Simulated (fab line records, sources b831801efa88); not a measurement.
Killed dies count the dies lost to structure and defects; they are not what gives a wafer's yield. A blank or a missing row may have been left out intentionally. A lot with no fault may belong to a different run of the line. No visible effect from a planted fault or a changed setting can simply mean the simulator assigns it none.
fab line records + flow sky130
record:
- lots: 6
- wafers: 16
- last_day: 50
route steps=708 shown METAL1@446 VIA1@458 PAD_OPEN@708
lots that met no fault: taken from a fault-free run of the same line
start_h: hours from the record's first day to the start of the lot's first wafer shown + wait_h: hours elapsed since this lot's preceding step + " the same as in the row above + L1.1+2: a row that stands for several wafers + - value missing, or start not given + * or withheld: withheld + < > ~ a bound
route shown NAME@n: a module of which the file shows steps, and the number in the route of the first + usual: average and standard deviation across the fault-free wafers + same: alike in all rows + chamber/n: place in a boat + sites: per-site readings + _std_site: how widely they spread, as a standard deviation + _edge_site: inner sites' mean taken away from outer sites' mean + radius_mm: for every site, how far away it sits from the centre of the wafer + mask NAME#n: copy n + behind: tool/chamber where the wafer was last shaped + hold: the reason the lot was held/the length of the hold in hours/how it ended + device: the n, p or np transistor that did not switch + end of line: the route-end tests of the same wafers + where a step has no rows: the recipe by itself + killed: at the first sort, the dies lost to defects and structure; wafer yield is something else + map: the dies of a wafer, with x for killed, . for not killed, _ for no die there
set.NAME: the run value of the setting; set.NAME@STEP: its run value at that earlier step + model.NAME: the simulator's own value behind a step, which no gauge read
lots at selected steps of the route; one table per step, one row per wafer
services: the hour from which a tool's chamber was out of use, counted from the record's first day as start_h (under 0 if before that day), plus the number of hours and why
== steps ==
step: SKY_METAL1_EXPOSE_12
recipe:
- mask_id: MM1
- na: 0.8
- source_shape: annular
- sigma_inner: 0.55
- sigma_outer: 0.85
- target_cd_nm: 140
- dose_mj: 28
step: SKY_METAL1_PEB_13
recipe:
- peb_temp_c: withheld
- peb_time_s: withheld
- resist: KrF-thick
step: SKY_METAL1_DEVELOP_14
recipe:
- develop_time_s: 60
- resist: KrF-thick
- dev_temp_c: 21
step: SKY_METAL1_CD_MEAS_15
recipe:
- target_cd_nm: 140
usual:
- cd_nm: 140.0/1.4
| lot.wafer | tool      | chamber | start_h | wait_h | cd_nm |
|-----------|-----------|---------|---------|--------|-------|
| L273.2    | cd_sem-01 | -       | 802.88  | -      | 139.8 |
| L273.5    | "         | -       | "       | "      | 140.5 |
| L273.6    | "         | -       | "       | "      | 141.7 |
| L272.2    | cd_sem-01 | -       | 805.28  | -      | 140.6 |
| L272.3    | "         | -       | "       | "      | 139.9 |
| L272.5    | "         | -       | "       | "      | 141.9 |
| L279.1    | cd_sem-02 | -       | 850.27  | -      | 140.6 |
| L279.3    | "         | -       | "       | "      | 139.2 |
| L279.6    | "         | -       | "       | "      | 139.2 |
| L287.4    | cd_sem-02 | -       | 896.72  | -      | 139.3 |
| L287.6    | "         | -       | "       | "      | 140.1 |
| L289.3    | cd_sem-02 | -       | 912.25  | -      | 138.7 |
| L289.4    | "         | -       | "       | "      | 140.3 |
| L291.2    | cd_sem-01 | -       | 928.13  | -      | 140.9 |
| L291.3    | "         | -       | "       | "      | 140.1 |
| L291.4    | "         | -       | "       | "      | 140.4 |
step: SKY_METAL1_OVL_MEAS_16
usual:
- METAL1_OVL: -2/5.8
| lot.wafer | tool       | chamber | start_h | wait_h | METAL1_OVL[nm] |
|-----------|------------|---------|---------|--------|----------------|
| L273.2    | overlay-01 | -       | 802.99  | 0.1    | -6             |
| L273.5    | "          | -       | "       | "      | 5              |
| L273.6    | "          | -       | "       | "      | -2             |
| L272.2    | overlay-02 | -       | 805.41  | 0.1    | -11            |
| L272.3    | "          | -       | "       | "      | 0              |
| L272.5    | "          | -       | "       | "      | -15            |
| L279.1    | overlay-01 | -       | 850.39  | 0.1    | 0              |
| L279.3    | "          | -       | "       | "      | 2              |
| L279.6    | "          | -       | "       | "      | -10            |
| L287.4    | overlay-01 | -       | 896.80  | 0.1    | -5             |
| L287.6    | "          | -       | "       | "      | -12            |
| L289.3    | overlay-01 | -       | 912.34  | 0.1    | 1              |
| L289.4    | "          | -       | "       | "      | -3             |
| L291.2    | overlay-02 | -       | 928.23  | 0.1    | -8             |
| L291.3    | "          | -       | "       | "      | -1             |
| L291.4    | "          | -       | "       | "      | -13            |
step: SKY_METAL1_DESCUM_17
recipe:
- chemistry: O2
- source_power_w: 150
- bias_power_w: 0
- pressure_mtorr: 10
- temp_c: 40
- time_s: 8
usual:
- drypump_motor_current_A: 5.8/0.55
- oes_product_au: 0.994/0.007
same:
- bias_power_w: 0
| lot.wafer | tool         | chamber | start_h | wait_h | drypump_motor_current_A | oes_product_au | rf_hours_counter_h |
|-----------|--------------|---------|---------|--------|-------------------------|----------------|--------------------|
| L273.2    | rie_metal-03 | 0       | 803.02  | 0.0    | 6.4                     | 0.996          | 3                  |
| L273.5    | "            | 1       | "       | "      | 5.2                     | 0.988          | -                  |
| L273.6    | "            | 0       | "       | "      | 6.4                     | 0.991          | -                  |
| L272.2    | rie_metal-02 | 1       | 805.44  | 0.0    | 6.0                     | 0.995          | 3                  |
| L272.3    | "            | 0       | "       | "      | 5.1                     | 0.993          | -                  |
| L272.5    | "            | 1       | "       | "      | 6.0                     | 1.004          | -                  |
| L279.1    | rie_metal-03 | 0       | 850.42  | 0.0    | 6.4                     | 0.994          | 5                  |
| L279.3    | "            | 0       | "       | "      | 6.5                     | 0.992          | -                  |
| L279.6    | "            | 1       | "       | "      | 5.1                     | 0.989          | -                  |
| L287.4    | rie_metal-02 | 1       | 896.83  | 0.0    | 6.0                     | 1.000          | -                  |
| L287.6    | "            | 1       | "       | "      | 6.0                     | 0.987          | -                  |
| L289.3    | rie_metal-02 | 0       | 912.37  | 0.0    | 5.1                     | 0.993          | -                  |
| L289.4    | "            | 1       | "       | "      | 6.0                     | 0.991          | -                  |
| L291.2    | rie_metal-03 | 0       | 928.26  | 0.0    | 6.4                     | 1.003          | 8                  |
| L291.3    | "            | 0       | "       | "      | 6.5                     | 0.990          | -                  |
| L291.4    | "            | 1       | "       | "      | 5.1                     | 1.003          | -                  |
step: SKY_METAL1_ETCH_18
recipe:
- chemistry: N2/H2
- target: BARC
- ion_energy_ev: 200
- bias_w: 100
- pressure_mtorr: 30
- n2_flow_sccm: 100
- h2_flow_sccm: 200
- icp_w: 500
- stop_on: SiO2
- time_s: 45.9
- target_depth_a: 600
usual:
- drypump_motor_current_A: 5.8/0.55
- oes_product_au: 0.855/0.0047
- throttle_valve_pct: 13.225/0.0096
| lot.wafer | tool         | chamber | start_h | wait_h | drypump_motor_current_A | oes_product_au | rf_hours_counter_h | throttle_valve_pct |
|-----------|--------------|---------|---------|--------|-------------------------|----------------|--------------------|--------------------|
| L273.2    | rie_metal-03 | 0       | 803.05  | 0.0    | 6.4                     | 0.858          | 3                  | 13.229             |
| L273.5    | "            | 1       | "       | "      | 5.1                     | 0.852          | -                  | 13.227             |
| L273.6    | "            | 0       | "       | "      | 6.5                     | 0.859          | -                  | 13.235             |
| L272.2    | rie_metal-02 | 1       | 805.47  | 0.0    | 6.0                     | 0.852          | 3                  | 13.227             |
| L272.3    | "            | 0       | "       | "      | 5.1                     | 0.849          | -                  | 13.212             |
| L272.5    | "            | 1       | "       | "      | 6.0                     | 0.863          | -                  | 13.213             |
| L279.1    | rie_metal-03 | 0       | 850.46  | 0.0    | 6.4                     | 0.850          | 5                  | 13.244             |
| L279.3    | "            | 0       | "       | "      | 6.4                     | 0.857          | -                  | 13.217             |
| L279.6    | "            | 1       | "       | "      | 5.1                     | 0.855          | -                  | 13.214             |
| L287.4    | rie_metal-02 | 1       | 896.87  | 0.0    | 6.0                     | 0.857          | -                  | 13.224             |
| L287.6    | "            | 1       | "       | "      | 6.0                     | 0.856          | -                  | 13.220             |
| L289.3    | rie_metal-02 | 0       | 912.42  | 0.0    | 5.1                     | 0.851          | -                  | 13.214             |
| L289.4    | "            | 1       | "       | "      | 6.0                     | 0.844          | -                  | 13.227             |
| L291.2    | rie_metal-03 | 0       | 928.29  | 0.0    | 6.4                     | 0.842          | 8                  | 13.227             |
| L291.3    | "            | 0       | "       | "      | 6.4                     | 0.856          | -                  | 13.222             |
| L291.4    | "            | 1       | "       | "      | 5.1                     | 0.861          | -                  | 13.242             |
step: SKY_METAL1_METAL_ETCH_19
recipe:
- target_depth_a: 3600
- stop_on: SiO2
- over_etch_frac: 0.3
- time_s: 78
- chemistry: Cl2/BCl3
- resist_sidewall_deg: 88
- pressure_mtorr: 10
- icp_w: 900
- bias_w: 48.5
- Cl2_flow_sccm: 60
- bcl3_flow_sccm: 30
usual:
- bcl3_flow_sccm: 30.01/0.077
- drypump_motor_current_A: 5.8/0.54
- oes_product_au: 0.856/0.0059
- throttle_valve_pct: 22.265/0.009
same:
- over_etch_frac: 0.3
| lot.wafer | tool         | chamber | start_h | wait_h | bcl3_flow_sccm | drypump_motor_current_A | oes_product_au | rf_hours_counter_h | throttle_valve_pct |
|-----------|--------------|---------|---------|--------|----------------|-------------------------|----------------|--------------------|--------------------|
| L273.2    | rie_metal-03 | 0       | 803.11  | 0.0    | 30.08          | 6.5                     | 0.852          | 3                  | 22.251             |
| L273.5    | "            | 1       | "       | "      | 30.08          | 5.1                     | 0.849          | -                  | 22.265             |
| L273.6    | "            | 0       | "       | "      | 30.02          | 6.4                     | 0.856          | -                  | 22.261             |
| L272.2    | rie_metal-02 | 1       | 805.54  | 0.0    | 29.98          | 6.0                     | 0.848          | 3                  | 22.265             |
| L272.3    | "            | 0       | "       | "      | 29.97          | 5.1                     | 0.846          | -                  | 22.254             |
| L272.5    | "            | 1       | "       | "      | 29.97          | 6.0                     | 0.848          | -                  | 22.265             |
| L279.1    | rie_metal-03 | 0       | 850.52  | 0.0    | 30.20          | 6.4                     | 0.851          | 5                  | 22.273             |
| L279.3    | "            | 0       | "       | "      | 29.96          | 6.4                     | 0.860          | -                  | 22.263             |
| L279.6    | "            | 1       | "       | "      | 30.24          | 5.1                     | 0.852          | -                  | 22.269             |
| L287.4    | rie_metal-02 | 1       | 896.94  | 0.1    | 30.04          | 5.9                     | 0.851          | -                  | 22.265             |
| L287.6    | "            | 1       | "       | "      | 30.09          | 6.0                     | 0.851          | -                  | 22.262             |
| L289.3    | rie_metal-02 | 0       | 912.49  | 0.1    | 29.91          | 5.1                     | 0.858          | -                  | 22.259             |
| L289.4    | "            | 1       | "       | "      | 30.00          | 6.0                     | 0.856          | -                  | 22.282             |
| L291.2    | rie_metal-03 | 0       | 928.36  | 0.0    | 29.96          | 6.5                     | 0.864          | 8                  | 22.260             |
| L291.3    | "            | 0       | "       | "      | 30.02          | 6.5                     | 0.852          | -                  | 22.269             |
| L291.4    | "            | 1       | "       | "      | 30.06          | 5.1                     | 0.848          | -                  | 22.262             |
step: SKY_METAL1_STRIP_20
recipe:
- chemistry: O2/N2
- power_w: 1400
- pressure_mtorr: 1500
- platen_temp_c: withheld
- o2_flow_sccm: 3000
- n2_flow_sccm: 300
- overash_fraction: 0.5
usual:
- drypump_motor_current_A: 5.8/0.55
- oes_product_au: 0.344/0.0047
- strip_time_to_endpoint_s: 2.720/0.027
| lot.wafer | tool            | chamber | start_h | wait_h | drypump_motor_current_A | oes_product_au | rf_hours_counter_h | strip_time_to_endpoint_s |
|-----------|-----------------|---------|---------|--------|-------------------------|----------------|--------------------|--------------------------|
| L273.2    | plasma_asher-01 | 1       | 803.20  | 0.1    | 4.9                     | 0.352          | 40                 | 2.776                    |
| L273.5    | "               | 0       | "       | "      | 5.8                     | 0.350          | -                  | 2.741                    |
| L273.6    | "               | 1       | "       | "      | 4.9                     | 0.347          | -                  | 2.800                    |
| L272.2    | plasma_asher-01 | 1       | 805.63  | 0.1    | 4.9                     | 0.339          | 40                 | 2.722                    |
| L272.3    | "               | 0       | "       | "      | 5.8                     | 0.334          | -                  | 2.708                    |
| L272.5    | "               | 0       | "       | "      | 5.8                     | 0.343          | -                  | 2.719                    |
| L279.1    | plasma_asher-03 | 1       | 850.61  | 0.1    | 5.6                     | 0.341          | 11                 | 2.742                    |
| L279.3    | "               | 0       | "       | "      | 6.2                     | 0.346          | -                  | 2.741                    |
| L279.6    | "               | 0       | "       | "      | 6.2                     | 0.342          | -                  | 2.729                    |
| L287.4    | plasma_asher-02 | 1       | 897.04  | 0.1    | 5.7                     | 0.341          | -                  | 2.757                    |
| L287.6    | "               | 0       | "       | "      | 6.7                     | 0.345          | -                  | 2.737                    |
| L289.3    | plasma_asher-02 | 1       | 912.58  | 0.1    | 5.7                     | 0.344          | -                  | 2.723                    |
| L289.4    | "               | 0       | "       | "      | 6.7                     | 0.341          | -                  | 2.742                    |
| L291.2    | plasma_asher-02 | 0       | 928.45  | 0.1    | 6.6                     | 0.346          | 79                 | 2.732                    |
| L291.3    | "               | 1       | "       | "      | 5.7                     | 0.343          | -                  | 2.715                    |
| L291.4    | "               | 0       | "       | "      | 6.7                     | 0.338          | -                  | 2.715                    |
step: SKY_METAL1_STRIP_21
recipe:
- chemistry: post_etch_residue_remover
- time_s: 1200
- temp_c: 72.5
step: SKY_METAL1_CLEAN_22
recipe:
- chemistry: IPA
- time_s: 180
- temp_c: 25
step: SKY_METAL1_CLEAN_23
recipe:
- chemistry: O3/DIW
- dry: n2_spin
step: SKY_VIA1_HDPCVD_00
recipe:
- material: SiO2
- target_thk_nm: 1030
- sigma_open_frac: 0.3
- time_s: 171.7
- temp_c: 400
- sih4_flow_sccm: 60
- pressure_mtorr: 6
| lot.wafer | tool      | chamber | start_h | wait_h | model.SiO2_of_VIA1_HDPCVD_00.thk_nm |
|-----------|-----------|---------|---------|--------|-------------------------------------|
| L273.2    | hdpcvd-01 | 2       | 803.80  | 0.0    | 1035                                |
| L273.5    | "         | 0       | "       | "      | 1033                                |
| L273.6    | "         | 1       | "       | "      | 1015                                |
| L272.2    | hdpcvd-02 | 1       | 806.22  | 0.0    | 1041                                |
| L272.3    | "         | 2       | "       | "      | 1043                                |
| L272.5    | "         | 2       | "       | "      | 1045                                |
| L279.1    | hdpcvd-01 | 1       | 851.25  | 0.0    | 1018                                |
| L279.3    | "         | 0       | "       | "      | 1015                                |
| L279.6    | "         | 0       | "       | "      | 1020                                |
| L287.4    | hdpcvd-02 | 0       | 897.65  | 0.1    | 1569                                |
| L287.6    | "         | 2       | "       | "      | 1016                                |
| L289.3    | hdpcvd-02 | 0       | 913.17  | 0.0    | 1584                                |
| L289.4    | "         | 0       | "       | "      | 1574                                |
| L291.2    | hdpcvd-01 | 0       | 929.08  | 0.0    | 1032                                |
| L291.3    | "         | 2       | "       | "      | 1029                                |
| L291.4    | "         | 1       | "       | "      | 1019                                |
step: SKY_VIA1_THK_MEAS_01
recipe:
- reads: SiO2_of_VIA1_HDPCVD_00
usual:
- VIA1_HDPCVD_THK: 1031/11
| lot.wafer | tool          | chamber | start_h | wait_h | VIA1_HDPCVD_THK[nm] |
|-----------|---------------|---------|---------|--------|---------------------|
| L273.2    | film_metro-01 | -       | 803.92  | 0.1    | 1035                |
| L273.5    | "             | -       | "       | "      | 1034                |
| L273.6    | "             | -       | "       | "      | 1016                |
| L272.2    | film_metro-01 | -       | 806.34  | 0.1    | 1041                |
| L272.3    | "             | -       | "       | "      | 1043                |
| L272.5    | "             | -       | "       | "      | 1045                |
| L279.1    | film_metro-01 | -       | 851.36  | 0.1    | 1017                |
| L279.3    | "             | -       | "       | "      | 1017                |
| L279.6    | "             | -       | "       | "      | 1021                |
| L287.4    | film_metro-01 | -       | 897.74  | 0.0    | 1569                |
| L287.6    | "             | -       | "       | "      | 1017                |
| L289.3    | film_metro-03 | -       | 913.30  | 0.1    | 1585                |
| L289.4    | "             | -       | "       | "      | 1574                |
| L291.2    | film_metro-03 | -       | 929.20  | 0.1    | 1032                |
| L291.3    | "             | -       | "       | "      | 1030                |
| L291.4    | "             | -       | "       | "      | 1018                |
step: SKY_VIA1_CMP_02
recipe:
- material: SiO2
- down_force_psi: 4
- platen_rpm: 60
- pad_velocity_m_s: 0.94248
usual:
- head_pressure_psi: 4.000/0.009
- motor_current_A: 12.0/1.5
| lot.wafer | tool   | chamber | start_h | wait_h | head_pressure_psi | motor_current_A |
|-----------|--------|---------|---------|--------|-------------------|-----------------|
| L273.2    | cmp-01 | 0       | 804.02  | 0.1    | 3.982             | 10.3            |
| L273.5    | "      | 3       | "       | "      | 4.009             | 13.6            |
| L273.6    | "      | 0       | "       | "      | 3.984             | 9.7             |
| L272.2    | cmp-01 | 0       | 806.39  | 0.0    | 3.988             | 10.3            |
| L272.3    | "      | 1       | "       | "      | 3.991             | 13.7            |
| L272.5    | "      | 1       | "       | "      | 3.999             | 13.4            |
| L279.1    | cmp-01 | 2       | 851.42  | 0.1    | 4.012             | 12.9            |
| L279.3    | "      | 0       | "       | "      | 3.989             | 9.7             |
| L279.6    | "      | 2       | "       | "      | 4.007             | 13.3            |
| L287.4    | cmp-02 | 0       | 897.82  | 0.1    | 4.012             | 11.0            |
| L287.6    | "      | 3       | "       | "      | 4.010             | 12.4            |
| L289.4    | cmp-01 | 0       | 913.39  | 0.1    | 3.999             | 10.1            |
| L289.3    | "      | 2       | "       | "      | 3.991             | 12.9            |
| L291.2    | cmp-02 | 3       | 929.25  | 0.0    | 3.996             | 12.4            |
| L291.3    | "      | 0       | "       | "      | 3.978             | 11.1            |
| L291.4    | "      | 1       | "       | "      | 4.011             | 10.9            |
step: SKY_PAD_OPEN_PROBE_99
usual:
- defect_limited_yield: 82.3/1.9
- killed_at_M0_to_M3: 44/6.5
- killed_at_M4_up: 3.3/1.9
- killed_at_contacts: 24/5.3
- killed_at_front_end: 15/4.5
- killed_at_other: 0.3/0.58
- killed_dies: 87/9.3
- killed_on_rim: 17/4.2
- killed_open: 48/6.6
- killed_short: 39/6.1
- sort_bin_3_pad_short: 0.9/0.46
- sort_bin_5_function: 10.5/1.6
- sort_bin_6_memory: 6.3/1.1
- sort_n_pass: 405/9.3
- sort_yield_pct: 82.3/1.9
same:
- gross_dies: 492
- killed_at_back_side: 0
- sort_bin_4_leakage[%]: 0
- sort_bin_8_speed[%]: 0
| lot.wafer | tool      | chamber | start_h | wait_h | defect_limited_yield[%] | killed_at_M0_to_M3 | killed_at_M4_up | killed_at_contacts | killed_at_front_end | killed_at_other | killed_dies | killed_on_rim | killed_open | killed_short | sort_bin_3_pad_short[%] | sort_bin_5_function[%] | sort_bin_6_memory[%] | sort_n_pass | sort_yield_pct[%] |
|-----------|-----------|---------|---------|--------|-------------------------|--------------------|-----------------|--------------------|---------------------|-----------------|-------------|---------------|-------------|--------------|-------------------------|------------------------|----------------------|-------------|-------------------|
| L273.2    | prober-02 | -       | 1106.10 | 0.1    | 83.5                    | 44                 | 0               | 29                 | 7                   | 1               | 81          | 21            | 47          | 34           | 0.4                     | 9.6                    | 6.5                  | 411         | 83.5              |
| L273.5    | prober-02 | -       | 1106.25 | 0.2    | 82.3                    | 47                 | 3               | 22                 | 15                  | 0               | 87          | 17            | 50          | 37           | 0.4                     | 11.0                   | 6.3                  | 405         | 82.3              |
| L273.6    | prober-02 | -       | 1106.30 | 0.2    | 84.3                    | 45                 | 1               | 18                 | 13                  | 0               | 77          | 14            | 43          | 34           | 1.4                     | 9.6                    | 4.7                  | 415         | 84.3              |
| L279.1    | prober-01 | -       | 1140.68 | 0.1    | 81.1                    | 49                 | 4               | 26                 | 14                  | 0               | 93          | 14            | 47          | 46           | 0.6                     | 10.6                   | 7.7                  | 399         | 81.1              |
| L279.3    | prober-01 | -       | 1140.78 | 0.2    | 83.5                    | 42                 | 3               | 25                 | 11                  | 0               | 81          | 13            | 39          | 42           | 2.0                     | 10.2                   | 4.3                  | 411         | 83.5              |
| L279.6    | prober-01 | -       | 1140.93 | 0.2    | 81.7                    | 46                 | 2               | 30                 | 12                  | 0               | 90          | 19            | 56          | 34           | 0.4                     | 11.8                   | 6.1                  | 402         | 81.7              |
killed by level:class
L273.2 CONTACT:geometric_particle:open=13 VIA1:geometric_particle:open=11 VIA2:geometric_particle:open=7 LI_CONTACT:geometric_particle:open=6 VIA3:geometric_particle:short=6 LOCAL_INTERCONNECT:geometric_particle:short=4 METAL1:geometric_particle:short=4 METAL2:geometric_particle:short=4
L273.5 VIA1:geometric_particle:open=14 VIA3:geometric_particle:open=9 CONTACT:geometric_particle:open=7 METAL2:geometric_particle:short=6 FIELD_ISO:geometric_particle:short=5 LI_CONTACT:geometric_particle:open=5 LOCAL_INTERCONNECT:geometric_particle:short=5 FIELD_ISO:geometric_particle:open=4
L273.6 VIA3:geometric_particle:open=10 VIA1:geometric_particle:open=8 METAL1:geometric_particle:short=6 VIA1:geometric_particle:short=6 CONTACT:geometric_particle:open=5 LI_CONTACT:geometric_particle:open=5 FIELD_ISO:geometric_particle:open=4 METAL2:geometric_particle:short=4
L279.1 LI_CONTACT:geometric_particle:open=10 FIELD_ISO:geometric_particle:open=9 VIA1:geometric_particle:open=9 METAL1:geometric_particle:short=6 VIA2:geometric_particle:short=6 CONTACT:geometric_particle:short=5 VIA1:geometric_particle:short=5 METAL2:geometric_particle:short=5
L279.3 VIA1:geometric_particle:short=9 VIA1:geometric_particle:open=7 VIA2:geometric_particle:open=7 CONTACT:geometric_particle:open=6 LI_CONTACT:geometric_particle:open=5 LI_CONTACT:geometric_particle:short=5 CONTACT:geometric_particle:short=5 FIELD_ISO:geometric_particle:short=3
L279.6 CONTACT:geometric_particle:open=13 VIA1:geometric_particle:open=11 LI_CONTACT:geometric_particle:open=9 VIA1:geometric_particle:short=7 METAL1:geometric_particle:short=6 VIA2:geometric_particle:open=5 METAL2:geometric_particle:short=4 METAL1:geometric_particle:open=4
== services ==
| tool            | chamber | start_h | hours | kind                           |
|-----------------|---------|---------|-------|--------------------------------|
| cmp-01          | -       | 785.61  | 3.7   | pm                             |
| plasma_asher-01 | -       | 787.57  | 2.8   | pm                             |
| plasma_asher-03 | -       | 808.35  | 2.8   | pm                             |
| hdpcvd-01       | 0       | 811.99  | 4.4   | repair                         |
| rie_metal-02    | 1       | 815.48  | 4.7   | repair                         |
| rie_metal-03    | 1       | 825.46  | 7.6   | repair                         |
| plasma_asher-02 | -       | 826.96  | 14.6  | pm                             |
| hdpcvd-02       | 1       | 835.63  | 21.9  | repair                         |
| rie_metal-02    | 0       | 848.34  | -     | clean                          |
| rie_metal-02    | 0       | 848.34  | 26.3  | scheduled_down                 |
| rie_metal-02    | 0       | 848.34  | 26.3  | vent_cycle                     |
| cmp-01          | -       | 852.76  | 5.4   | repair                         |
| plasma_asher-03 | -       | 860.22  | 2.6   | repair                         |
| hdpcvd-02       | -       | 866.34  | 0.6   | repair                         |
| rie_metal-03    | -       | 891.95  | 1.4   | pm                             |
| cmp-01          | -       | 901.82  | 6.2   | repair                         |
| cmp-02          | -       | 909.82  | 2.7   | repair                         |
| cmp-02          | -       | 911.93  | 0.3   | repair                         |
| cmp-02          | -       | 912.56  | 4.0   | pm                             |
| cmp-02          | -       | 916.56  | -     | consumable_replace:conditioner |
| cmp-02          | -       | 916.56  | -     | consumable_replace:pad         |
== key ==
first_sign:
- step: SKY_VIA1_THK_MEAS_01
- reading: VIA1_HDPCVD_THK
- direction: up
- sigmas: 51
- usual: 1031
- struck: 1576
effect none on later readings
model_effect:
- step: SKY_VIA1_HDPCVD_00
- value: SiO2_of_VIA1_HDPCVD_00.thk_nm
- without: 1040
- struck: 1576
met_at SKY_VIA1_HDPCVD_00
struck_wafers L287.4,L289.3,L289.4
onset_between 806.22 897.65
fault:
- kind: process_parameter_drift
- tool: hdpcvd-02
- chamber: -
- onset_h: 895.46
- steps: SKY_VIA1_HDPCVD_00
- channel: target_thk_nm
- offset: 535.93
- shape: step
- end_h: 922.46
- scope: struck_wafers_only
- acts_in: these_recipes_only
- stated: 1030
